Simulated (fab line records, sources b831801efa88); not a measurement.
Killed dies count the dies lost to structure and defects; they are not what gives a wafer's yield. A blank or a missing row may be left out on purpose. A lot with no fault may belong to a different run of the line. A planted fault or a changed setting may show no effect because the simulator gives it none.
Struck lot and sound lot, side by side || flow sky130 || 16 out of 708 route steps
Sound: the wafers L872.1, L872.2, L872.6. Struck: wafer L881.2 (L881.4, L881.5, from the same lot, were not struck and are left out); the cause is given at the end.
For every step that has rows: the tool of each side, followed by ch and its chambers, followed by its first start. Under that, the readings that differ: sound wafers || struck wafers || difference of the means || sigmas: that difference in standard deviations of wafers without a fault.
alike: a reading whose means differ by less than 2 such deviations, as well as words and numbers matching on both sides. not compared: withheld readings; readings where some wafer has no value; bounds like >300 that might hide an equal value; numbers whose values overlap and for which the record gives no deviation.
A row with sigmas, a row that says differs or no value, or rows on one side alone: a step with any of these is where the two part. Numbers that have no deviation but don't overlap get no sigmas and don't part them. A reading that every wafer of one side lacks parts them only if that side has two wafers or more.

first, 2 steps without rows for these wafers: SKY_LOCAL_INTERCONNECT_PEB_09; SKY_LOCAL_INTERCONNECT_DEVELOP_10 (develop time 60 s).
SKY_LOCAL_INTERCONNECT_CD_MEAS_11: target cd 170 nm.
  sound: cd sem-01 at day 35 03:31; struck: cd sem-01 at day 37 08:46
{"reading": "cd nm (nm)", "sound": "168.5 167.2 167.4", "struck": 173.3, "difference": "+5.6", "sigmas": "+4"}
SKY_LOCAL_INTERCONNECT_OVL_MEAS_12:
  sound: overlay-02 at day 35 03:38; struck: overlay-01 at day 37 08:52
  alike: LOCAL_INTERCONNECT_OVL
SKY_LOCAL_INTERCONNECT_ETCH_13: etches BARC in N2/H2, stops on SiO2, time 45.9 s, target depth 60 nm.
  sound on rie metal-01 ch 1, day 35 03:40; struck on rie metal-03 ch 1, day 37 08:54
{"reading": "drypump motor current A (A)", "sound": "5.5 5.5 5.5", "struck": 6.2, "difference": "+0.7", "sigmas": "+2"}
  alike: chamber pressure mTorr, he backside leak sccm, oes product au, throttle valve pct
  not compared: rf hours counter h
SKY_LOCAL_INTERCONNECT_METAL_ETCH_14: etches TiN in Cl2/BCl3, stops on PSG, target depth 110 nm, time 31.4 s.
  sound on rie metal-01 ch 1, day 35 03:47; struck on rie metal-03 ch 1, day 37 08:58
{"reading": "drypump motor current A (A)", "sound": "5.5 5.5 5.5", "struck": 6.3, "difference": "+0.8", "sigmas": "+2"}
  alike: chamber pressure mTorr, he backside leak sccm, oes product au, throttle valve pct
  not compared: rf hours counter h
SKY_LOCAL_INTERCONNECT_STRIP_15: strips in O2/N2.
  sound on plasma asher-02 ch 0,1, day 35 03:53; struck on plasma asher-02 ch 1, day 37 09:01
{"reading": "o2 flow sccm (sccm)", "sound": "3004 2988 3006", "struck": 2976, "difference": -23, "sigmas": -3}
  alike: chamber pressure mTorr, drypump motor current A, oes product au, strip time to endpoint s
  not compared: rf hours counter h
then, 3 steps without rows for these wafers: SKY_LOCAL_INTERCONNECT_STRIP_16 (strips in post etch residue remover, time 1200 s); SKY_LOCAL_INTERCONNECT_CLEAN_17 (cleans in IPA, time 180 s); SKY_LOCAL_INTERCONNECT_CLEAN_18 (cleans in O3/DIW).
SKY_CONTACT_CVD_00: deposits Si3N4, target thk 75 nm.
  sound on pecvd-04 ch 1,2, day 35 04:29; struck on pecvd-01 ch 1, day 37 09:37
  alike: heater power outer w, heater power w
SKY_CONTACT_THK_MEAS_01:
  sound: film metro-01 at day 35 04:32; struck: film metro-04 at day 37 09:39
  alike: CONTACT_CVD_00_THK
SKY_CONTACT_HDPCVD_02: deposits SiO2, target thk 565 nm, time 94.2 s.
  sound on hdpcvd-02 ch 0,2, day 35 04:35; struck on hdpcvd-02 ch 2, day 37 09:42
{"reading": "run length s (s)", "sound": "122.0 123.2 122.6", "struck": 112.8, "difference": -9.8, "sigmas": -17}
{"reading": "model.SiO2_of_CONTACT_HDPCVD_02.thk nm (nm)", "sound": "558.1 563.2 561.1", "struck": 513.2, "difference": -47.6, "sigmas": ""}
SKY_CONTACT_THK_MEAS_03:
  sound: film metro-04 at day 35 04:40; struck: film metro-01 at day 37 09:47
{"reading": "CONTACT_HDPCVD_THK (nm)", "sound": "558 563 561", "struck": 513, "difference": -48, "sigmas": -8}
SKY_CONTACT_CMP_04: polishes SiO2.
  sound on cmp-02 ch 0,3, day 35 04:43; struck on cmp-02 ch 3, day 37 09:50
{"reading": "time to endpoint s (s)", "sound": "81 79 78", "struck": 63, "difference": -16, "sigmas": -4}
  alike: motor current A, slurry flow ml min
SKY_CONTACT_BOW_MEAS_05:
  sound: film metro-02 at day 35 05:01; struck: film metro-04 at day 37 10:09
  alike: CONTACT_BOW

WHERE THEY PART
Last at SKY_CONTACT_CMP_04 as far as this record goes, first at SKY_LOCAL_INTERCONNECT_CD_MEAS_11. Later steps at which nothing parts them and some readings are alike: SKY_CONTACT_BOW_MEAS_05.

WHY: what had been put in by the simulator
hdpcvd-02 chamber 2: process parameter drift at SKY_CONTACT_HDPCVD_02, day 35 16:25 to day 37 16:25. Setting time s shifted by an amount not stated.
